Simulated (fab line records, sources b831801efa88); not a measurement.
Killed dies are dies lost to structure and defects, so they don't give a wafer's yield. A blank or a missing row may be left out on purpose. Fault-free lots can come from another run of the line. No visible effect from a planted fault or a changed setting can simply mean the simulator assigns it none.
What tool caused it? || flow sky130 || 36 wafers from 12 lots sampled at 5 of the route's 708 steps

## WHAT THE GAUGES READ, wafer by wafer
SKY_RES_PROTECT_TW_MEAS_08. Usual: for POLY_GATE_TW the level is 4065 and the standard deviation is 29.
{"lot": "L426", "measured": "day 15 20:33", "on": "filmMetro-01", "POLY_GATE_TW": "4065 4080 4069", "flag": ""}
{"lot": "L427", "measured": "day 16 10:23", "on": "filmMetro-02", "POLY_GATE_TW": "4038 4042 4048", "flag": ""}
{"lot": "L435", "measured": "day 19 01:36", "on": "filmMetro-01", "POLY_GATE_TW": "4090 4101 4112", "flag": ""}
{"lot": "L437", "measured": "day 19 19:50", "on": "filmMetro-04", "POLY_GATE_TW": "4064 4046 4062", "flag": ""}
{"lot": "L439", "measured": "day 20 08:16", "on": "filmMetro-04", "POLY_GATE_TW": "4067 4055 4059", "flag": ""}
{"lot": "L440", "measured": "day 20 13:45", "on": "filmMetro-04", "POLY_GATE_TW": "4045 4085 4064", "flag": ""}
{"lot": "L441", "measured": "day 21 00:07", "on": "filmMetro-01", "POLY_GATE_TW": "4082 4083 4080", "flag": ""}
{"lot": "L444", "measured": "day 22 02:31", "on": "filmMetro-01", "POLY_GATE_TW": "4108 4118 4091", "flag": ""}
{"lot": "L445", "measured": "day 22 09:56", "on": "filmMetro-01", "POLY_GATE_TW": "4107 4082 4111", "flag": ""}
{"lot": "L446", "measured": "day 22 19:30", "on": "filmMetro-04", "POLY_GATE_TW": "4074 4075 4059", "flag": ""}
{"lot": "L447", "measured": "day 23 01:42", "on": "filmMetro-02", "POLY_GATE_TW": "4023 4009 4041", "flag": ""}
{"lot": "L448", "measured": "day 23 10:01", "on": "filmMetro-01", "POLY_GATE_TW": "4077 4098 4095", "flag": ""}

SKY_LDD_P_CD_MEAS_07 targets a cd of 380 nm. Usual: cdNm 380.6 nm, standard deviation 2.8.
{"lot": "L426", "measured": "day 19 17:20", "on": "cdSem-02", "cdNm (nm)": "374.9 377.8 378.2", "flag": ""}
{"lot": "L427", "measured": "day 20 11:53", "on": "cdSem-01", "cdNm (nm)": "384.1 385.2 386.6", "flag": ""}
{"lot": "L435", "measured": "day 23 05:28", "on": "cdSem-01", "cdNm (nm)": "378.7 380.4 380.0", "flag": ""}
{"lot": "L437", "measured": "day 23 18:47", "on": "cdSem-02", "cdNm (nm)": "383.3 386.4 382.4", "flag": ""}
{"lot": "L439", "measured": "day 24 07:53", "on": "cdSem-01", "cdNm (nm)": "379.0 378.2 376.4", "flag": ""}
{"lot": "L440", "measured": "day 24 13:23", "on": "cdSem-01", "cdNm (nm)": "378.7 382.4 381.3", "flag": ""}
{"lot": "L441", "measured": "day 24 22:37", "on": "cdSem-02", "cdNm (nm)": "378.6 380.2 380.9", "flag": ""}
{"lot": "L444", "measured": "day 26 03:12", "on": "cdSem-02", "cdNm (nm)": "374.2 374.8 377.2", "flag": ""}
{"lot": "L445", "measured": "day 26 08:38", "on": "cdSem-01", "cdNm (nm)": "381.2 381.3 380.8", "flag": ""}
{"lot": "L446", "measured": "day 26 17:50", "on": "cdSem-01", "cdNm (nm)": "381.9 382.4 382.6", "flag": ""}
{"lot": "L447", "measured": "day 26 21:47", "on": "cdSem-01", "cdNm (nm)": "379.6 379.7 379.6", "flag": ""}
{"lot": "L448", "measured": "day 27 07:22", "on": "cdSem-01", "cdNm (nm)": "380.1 381.8 383.2", "flag": ""}

SKY_LDD_HVN_TW_MEAS_10. Usual: for LDD_HVN_TW the level is 1442 and the standard deviation is 8.5.
{"lot": "L426", "measured": "day 21 00:35", "on": "filmMetro-03", "LDD_HVN_TW": "1429 1425 1433", "flag": ""}
{"lot": "L427", "measured": "day 21 19:23", "on": "filmMetro-02", "LDD_HVN_TW": "1437 1448 1454", "flag": ""}
{"lot": "L435", "measured": "day 24 12:11", "on": "filmMetro-02", "LDD_HVN_TW": "1436 1443 1443", "flag": ""}
{"lot": "L437", "measured": "day 25 00:10", "on": "filmMetro-03", "LDD_HVN_TW": "2576 2582 2573", "flag": "OFF"}
{"lot": "L439", "measured": "day 25 13:06", "on": "filmMetro-04", "LDD_HVN_TW": "2612 2609 2599", "flag": "OFF"}
{"lot": "L440", "measured": "day 25 19:02", "on": "filmMetro-02", "LDD_HVN_TW": "1430 1445 1441", "flag": ""}
{"lot": "L441", "measured": "day 26 04:41", "on": "filmMetro-04", "LDD_HVN_TW": "1452 1462 1445", "flag": ""}
{"lot": "L444", "measured": "day 27 08:34", "on": "filmMetro-02", "LDD_HVN_TW": "1448 1443 1441", "flag": ""}
{"lot": "L445", "measured": "day 27 13:47", "on": "filmMetro-02", "LDD_HVN_TW": "1447 1455 1445", "flag": ""}
{"lot": "L446", "measured": "day 27 23:05", "on": "filmMetro-02", "LDD_HVN_TW": "1448 1445 1447", "flag": ""}
{"lot": "L447", "measured": "day 28 03:05", "on": "filmMetro-04", "LDD_HVN_TW": "1452 1457 1451", "flag": ""}
{"lot": "L448", "measured": "day 28 12:17", "on": "filmMetro-03", "LDD_HVN_TW": "1440 1435 1437", "flag": ""}

## TOOL THAT RAN EACH LOT (tool first, then ch and the chambers of the sampled wafers, then the start)
{"lot": "L426", "SKY_POLY_GATE_ETCH_15": "rieDiel-02 ch 0,2,3, day 17 02:39", "SKY_LDD_HVN_IMPLANT_08": "implanter-02 ch 0, day 21 00:20"}
{"lot": "L427", "SKY_POLY_GATE_ETCH_15": "rieDiel-02 ch 0,1, day 17 16:57", "SKY_LDD_HVN_IMPLANT_08": "implanter-02 ch 0, day 21 19:08"}
{"lot": "L435", "SKY_POLY_GATE_ETCH_15": "rieDiel-02 ch 0,2,3, day 20 11:52", "SKY_LDD_HVN_IMPLANT_08": "implanter-01 ch 0, day 24 11:56"}
{"lot": "L437", "SKY_POLY_GATE_ETCH_15": "rieDiel-01 ch 1,2, day 21 04:07", "SKY_LDD_HVN_IMPLANT_08": "implanter-01 ch 0, day 24 23:56"}
{"lot": "L439", "SKY_POLY_GATE_ETCH_15": "rieDiel-03 ch 2,3, day 21 16:39", "SKY_LDD_HVN_IMPLANT_08": "implanter-01 ch 0, day 25 12:53"}
{"lot": "L440", "SKY_POLY_GATE_ETCH_15": "rieDiel-02 ch 0,3, day 21 22:03", "SKY_LDD_HVN_IMPLANT_08": "implanter-04 ch 0, day 25 18:47"}
{"lot": "L441", "SKY_POLY_GATE_ETCH_15": "rieDiel-01 ch 0,1,2, day 22 07:58", "SKY_LDD_HVN_IMPLANT_08": "implanter-04 ch 0, day 26 04:27"}
{"lot": "L444", "SKY_POLY_GATE_ETCH_15": "rieDiel-01 ch 1,2,3, day 23 13:00", "SKY_LDD_HVN_IMPLANT_08": "implanter-02 ch 0, day 27 08:22"}
{"lot": "L445", "SKY_POLY_GATE_ETCH_15": "rieDiel-02 ch 0,1,2, day 23 18:27", "SKY_LDD_HVN_IMPLANT_08": "implanter-02 ch 0, day 27 13:32"}
{"lot": "L446", "SKY_POLY_GATE_ETCH_15": "rieDiel-01 ch 1,2,3, day 24 03:33", "SKY_LDD_HVN_IMPLANT_08": "implanter-02 ch 0, day 27 22:52"}
{"lot": "L447", "SKY_POLY_GATE_ETCH_15": "rieDiel-02 ch 0,1,2, day 24 09:06", "SKY_LDD_HVN_IMPLANT_08": "implanter-02 ch 0, day 28 02:50"}
{"lot": "L448", "SKY_POLY_GATE_ETCH_15": "rieDiel-02 ch 0,2, day 24 18:30", "SKY_LDD_HVN_IMPLANT_08": "implanter-01 ch 0, day 28 12:02"}
- SKY_POLY_GATE_ETCH_15: etches BARC in N2/H2, stops on SiO2, time 118.5 s, target depth 110 nm.
- SKY_LDD_HVN_IMPLANT_08

## AS READ BY THE TOOLS THEMSELVES (means over the sampled wafers that have a number; for cases with no such wafer, the mark the record gives instead)
SKY_POLY_GATE_ETCH_15. Usual: biasW 99.99 W, standard deviation 0.3; drypumpMotorCurrentA 5.6 A, standard deviation 0.4; oesProductAu 0.715 a.u., standard deviation 0.0048; throttleValvePct 13.212 %, standard deviation 0.0089.
{"lot": "L426", "tool": "rieDiel-02", "biasW (W)": 100.14, "drypumpMotorCurrentA (A)": 5.5, "oesProductAu (a.u.)": 0.715, "throttleValvePct (%)": 13.221, "flag": ""}
{"lot": "L427", "tool": "rieDiel-02", "biasW (W)": 100.28, "drypumpMotorCurrentA (A)": 5.5, "oesProductAu (a.u.)": 0.718, "throttleValvePct (%)": 13.214, "flag": ""}
{"lot": "L435", "tool": "rieDiel-02", "biasW (W)": 100.32, "drypumpMotorCurrentA (A)": 5.5, "oesProductAu (a.u.)": 0.715, "throttleValvePct (%)": 13.208, "flag": ""}
{"lot": "L437", "tool": "rieDiel-01", "biasW (W)": 99.81, "drypumpMotorCurrentA (A)": 5.9, "oesProductAu (a.u.)": 0.717, "throttleValvePct (%)": 13.220, "flag": ""}
{"lot": "L439", "tool": "rieDiel-03", "biasW (W)": 99.88, "drypumpMotorCurrentA (A)": 5.9, "oesProductAu (a.u.)": 0.716, "throttleValvePct (%)": 13.210, "flag": ""}
{"lot": "L440", "tool": "rieDiel-02", "biasW (W)": 99.99, "drypumpMotorCurrentA (A)": 5.7, "oesProductAu (a.u.)": 0.711, "throttleValvePct (%)": 13.207, "flag": ""}
{"lot": "L441", "tool": "rieDiel-01", "biasW (W)": 100.06, "drypumpMotorCurrentA (A)": 5.7, "oesProductAu (a.u.)": 0.713, "throttleValvePct (%)": 13.214, "flag": ""}
{"lot": "L444", "tool": "rieDiel-01", "biasW (W)": 99.85, "drypumpMotorCurrentA (A)": 5.6, "oesProductAu (a.u.)": 0.719, "throttleValvePct (%)": 13.209, "flag": ""}
{"lot": "L445", "tool": "rieDiel-02", "biasW (W)": 100.36, "drypumpMotorCurrentA (A)": 5.4, "oesProductAu (a.u.)": 0.718, "throttleValvePct (%)": 13.212, "flag": ""}
{"lot": "L446", "tool": "rieDiel-01", "biasW (W)": 100.07, "drypumpMotorCurrentA (A)": 5.6, "oesProductAu (a.u.)": 0.713, "throttleValvePct (%)": 13.214, "flag": ""}
{"lot": "L447", "tool": "rieDiel-02", "biasW (W)": 100.00, "drypumpMotorCurrentA (A)": 5.3, "oesProductAu (a.u.)": 0.719, "throttleValvePct (%)": 13.210, "flag": ""}
{"lot": "L448", "tool": "rieDiel-02", "biasW (W)": 100.11, "drypumpMotorCurrentA (A)": 5.2, "oesProductAu (a.u.)": 0.712, "throttleValvePct (%)": 13.212, "flag": ""}

SKY_LDD_HVN_IMPLANT_08. Usual: beamOnS 9.98 s, standard deviation 0.21; doseIonsCm2 3e+13, standard deviation 3.2e+10; endStationPressureTorr 5.1e-06 Torr, standard deviation 2.7e-07; faradayCurrentUA 170, standard deviation 3.4; tiltDeg 40.002 degrees, standard deviation 0.024.
{"lot": "L426", "tool": "implanter-02", "beamOnS (s)": 10.01, "doseIonsCm2": 3e+13, "endStationPressureTorr (Torr)": 5.1e-06, "faradayCurrentUA": 169, "tiltDeg (degrees)": 40.005, "flag": ""}
{"lot": "L427", "tool": "implanter-02", "beamOnS (s)": 10.00, "doseIonsCm2": 3e+13, "endStationPressureTorr (Torr)": 5.0e-06, "faradayCurrentUA": 169, "tiltDeg (degrees)": 40.011, "flag": ""}
{"lot": "L435", "tool": "implanter-01", "beamOnS (s)": 9.93, "doseIonsCm2": 3e+13, "endStationPressureTorr (Torr)": 5.0e-06, "faradayCurrentUA": 170, "tiltDeg (degrees)": 40.028, "flag": ""}
{"lot": "L437", "tool": "implanter-01", "beamOnS (s)": 9.88, "doseIonsCm2": 2e+14, "endStationPressureTorr (Torr)": 5.8e-06, "faradayCurrentUA": 1150, "tiltDeg (degrees)": 40.002, "flag": "OFF"}
{"lot": "L439", "tool": "implanter-01", "beamOnS (s)": 9.90, "doseIonsCm2": 2e+14, "endStationPressureTorr (Torr)": 5.9e-06, "faradayCurrentUA": 1145, "tiltDeg (degrees)": 40.023, "flag": "OFF"}
{"lot": "L440", "tool": "implanter-04", "beamOnS (s)": 9.66, "doseIonsCm2": 3e+13, "endStationPressureTorr (Torr)": 4.9e-06, "faradayCurrentUA": 175, "tiltDeg (degrees)": 39.964, "flag": ""}
{"lot": "L441", "tool": "implanter-04", "beamOnS (s)": 10.14, "doseIonsCm2": 3e+13, "endStationPressureTorr (Torr)": 5.2e-06, "faradayCurrentUA": 166, "tiltDeg (degrees)": 40.033, "flag": ""}
{"lot": "L444", "tool": "implanter-02", "beamOnS (s)": 10.07, "doseIonsCm2": 3e+13, "endStationPressureTorr (Torr)": 4.9e-06, "faradayCurrentUA": 168, "tiltDeg (degrees)": 39.991, "flag": ""}
{"lot": "L445", "tool": "implanter-02", "beamOnS (s)": 10.25, "doseIonsCm2": 3e+13, "endStationPressureTorr (Torr)": 5.3e-06, "faradayCurrentUA": 165, "tiltDeg (degrees)": 40.054, "flag": ""}
{"lot": "L446", "tool": "implanter-02", "beamOnS (s)": 9.92, "doseIonsCm2": 3e+13, "endStationPressureTorr (Torr)": 5.5e-06, "faradayCurrentUA": 170, "tiltDeg (degrees)": 40.008, "flag": ""}
{"lot": "L447", "tool": "implanter-02", "beamOnS (s)": 10.00, "doseIonsCm2": 3e+13, "endStationPressureTorr (Torr)": 5.0e-06, "faradayCurrentUA": 169, "tiltDeg (degrees)": 39.996, "flag": ""}
{"lot": "L448", "tool": "implanter-01", "beamOnS (s)": 9.86, "doseIonsCm2": 3e+13, "endStationPressureTorr (Torr)": 4.7e-06, "faradayCurrentUA": 171, "tiltDeg (degrees)": 39.989, "flag": ""}

## THE ANSWER, worked out from the rows above alone
Rule: a lot is off if the mean of its wafers that have a number lies more than 3 standard deviations from the usual mean. A lot without any number at a reading at which 4 lots or more have one is off too. The other lots that the step has rows for count as sound. First the gauges in route order, then the tools' own readings, where a lot's mean is used as printed above. At the first step where some lot is off, the reading lying furthest off is the one used; lots without a number count as furthest.
Off: L437, L439, seen at SKY_LDD_HVN_TW_MEAS_10 (LDD_HVN_TW).
A tool fits if, at a process step before that reading, it ran every lot that is off, and no sound lot after the first of them. Not tried: the gauges at SKY_LDD_HVN_TW_MEAS_10; whatever is off there is also off at SKY_LDD_HVN_IMPLANT_08, on other tools, and gauge error can't account for it. None of those tried fits.

## WHAT THE SIMULATOR HAD PUT IN
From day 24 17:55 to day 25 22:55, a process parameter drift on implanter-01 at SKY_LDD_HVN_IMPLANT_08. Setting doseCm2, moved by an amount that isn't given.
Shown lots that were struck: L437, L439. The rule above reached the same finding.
